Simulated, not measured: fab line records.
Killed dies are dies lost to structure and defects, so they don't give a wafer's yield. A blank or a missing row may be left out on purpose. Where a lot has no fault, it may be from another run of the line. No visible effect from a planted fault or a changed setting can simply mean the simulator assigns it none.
Which tool is to blame? ; flow gf180mcu ; 12 lots with 36 wafers sampled at 4 steps, on a route of 602 steps

WHAT EACH GAUGE READ, for each wafer
GF_V5_THK_MEAS_03.
lot;measured;on;V5_CVD_02_THK (nm)
L531;day 26 14:58;filmMetro-02;1396 1439 1454
L535;day 27 21:07;filmMetro-03;1437 1442 1471
L538;day 28 14:59;filmMetro-02;1433 1425 1449
L544;day 31 07:27;filmMetro-02;1445 1444 1456
L545;day 31 07:50;filmMetro-01;1457 1454 1465
L546;day 31 08:10;filmMetro-01;1437 1448 1425
L547;day 31 16:25;filmMetro-02;1456 1442 1458
L549;day 31 22:35;filmMetro-01;1425 1468 1447
L550;day 32 04:55;filmMetro-01;1458 1449 1435
L551;day 32 10:04;filmMetro-03;1416 1453 1456
L552;day 32 15:56;filmMetro-01;1409 1388 1410
L554;day 33 05:15;filmMetro-02;1413 1434 1418

GF_PASSIVATION_BOW_MEAS_14.
lot;measured;on;PASSIVATION_BOW (um)
L531;day 29 09:07;filmMetro-01;125 128 119
L535;day 30 12:04;filmMetro-02;118 133 117
L538;day 31 04:56;filmMetro-01;134 142 152
L544;day 33 14:51;filmMetro-02;121 127 145
L545;day 33 15:47;filmMetro-02;136 143 143
L546;day 33 16:21;filmMetro-02;124 134 141
L547;day 33 23:26;filmMetro-02;139 139 153
L549;day 34 05:04;filmMetro-01;146 138 147
L550;day 34 10:15;filmMetro-01;138 133 145
L551;day 34 15:33;filmMetro-04;143 139 140
L552;day 34 20:33;filmMetro-01;147 153 152
L554;day 35 08:43;filmMetro-02;137 137 128

EACH LOT AND THE TOOL THAT RAN IT (in order: tool; ch and the chambers of the sampled wafers; start)
lot;GF_V5_CMP_26;GF_TOP_METAL_METAL_ETCH_16
L531;cmp-02 ch 0,1, day 27 12:58;rieMetal-03 ch 0,1, day 28 09:14
L535;cmp-01 ch 0,2,3, day 28 18:16;rieMetal-03 ch 0,1, day 29 14:51
L538;cmp-01 ch 0,3, day 29 12:16;rieMetal-02 ch 0,1, day 30 07:19
L544;cmp-02 ch 0,1,3, day 32 02:23;rieMetal-04 ch 0,1, day 32 19:26
L545;cmp-02 ch 0,1,3, day 32 03:13;rieMetal-02 ch 0,1, day 32 20:24
L546;cmp-02 ch 0,2,3, day 32 03:37;rieMetal-03 ch 0,1, day 32 20:38
L547;cmp-01 ch 0,1,2, day 32 10:57;rieMetal-03 ch 0,1, day 33 04:12
L549;cmp-01 ch 0,2, day 32 17:12;rieMetal-04 ch 0,1, day 33 10:08
L550;cmp-01 ch 0,1,3, day 32 22:47;rieMetal-04 ch 0,1, day 33 15:43
L551;cmp-01 ch 0,1,3, day 33 04:10;rieMetal-03 ch 0,1, day 33 21:34
L552;cmp-01 ch 0,1,3, day 33 10:13;rieMetal-02 ch 0,1, day 34 02:34
L554;cmp-01 ch 0,1,3, day 33 23:21;rieMetal-03 ch 0,1, day 34 15:13
- GF_V5_CMP_26: polishes, stops on SiO2, t overpolish 15 s, target thk 0 nm.
- GF_TOP_METAL_METAL_ETCH_16: etches the open film in Cl2/BCl3, stops on SiO2, target depth 1197 nm, time 199.5 s.

WHAT THE TOOLS THEMSELVES READ (means of the sampled wafers that have a number; where no wafer has one, the mark that the record gives instead)
GF_V5_CMP_26.
lot;tool;motorCurrentA (A);overpolishRunS (s);timeToEndpointS (s)
L531;cmp-02;14.0;14.996;87
L535;cmp-01;10.3;14.999;88
L538;cmp-01;11.2;14.996;86
L544;cmp-02;12.4;15.005;83
L545;cmp-02;12.4;14.992;84
L546;cmp-02;11.3;14.996;87
L547;cmp-01;11.2;14.996;88
L549;cmp-01;10.3;14.997;86
L550;cmp-01;11.3;14.998;87
L551;cmp-01;11.4;15.006;83
L552;cmp-01;11.1;15.000;84
L554;cmp-01;11.1;14.995;85

GF_TOP_METAL_METAL_ETCH_16.
lot;tool;drypumpMotorCurrentA (A);oesProductAu (a.u.);throttleValvePct (%)
L531;rieMetal-03;6.1;0.982;28.233
L535;rieMetal-03;6.1;0.985;28.226
L538;rieMetal-02;5.1;0.986;28.222
L544;rieMetal-04;5.4;0.984;28.232
L545;rieMetal-02;5.1;0.983;28.232
L546;rieMetal-03;6.1;0.993;28.232
L547;rieMetal-03;6.1;0.991;28.223
L549;rieMetal-04;5.3;0.987;28.232
L550;rieMetal-04;5.3;0.978;28.234
L551;rieMetal-03;6.1;0.992;28.230
L552;rieMetal-02;5.0;0.989;28.239
L554;rieMetal-03;6.0;0.990;28.231

THE ANSWER, worked out from the rows above alone
Rule: usual is defined by the lots themselves. The widest of any qualifying gaps counts: lots, ordered by their means at a reading, are off when they make up no more than a third of the lots, leave a main group of 4 or more, and stand apart from it by 3 or more times the standard deviation of that group's means. If all means in a main group match to the digits the tables above print for the reading, that group is not used. A lot without any number at a reading at which 4 lots or more have one is off too. All remaining lots with rows at the step are treated as sound. After the gauges, taken in route order, come the tools' own readings; for these a lot's mean is taken, as printed above. The first step at which some lot is off is used, and at that step the reading that is off furthest; a lot without a number counts as furthest.
None of the lots is off at any reading shown; this tells nothing.

WHAT THE SIMULATOR HAD INSERTED
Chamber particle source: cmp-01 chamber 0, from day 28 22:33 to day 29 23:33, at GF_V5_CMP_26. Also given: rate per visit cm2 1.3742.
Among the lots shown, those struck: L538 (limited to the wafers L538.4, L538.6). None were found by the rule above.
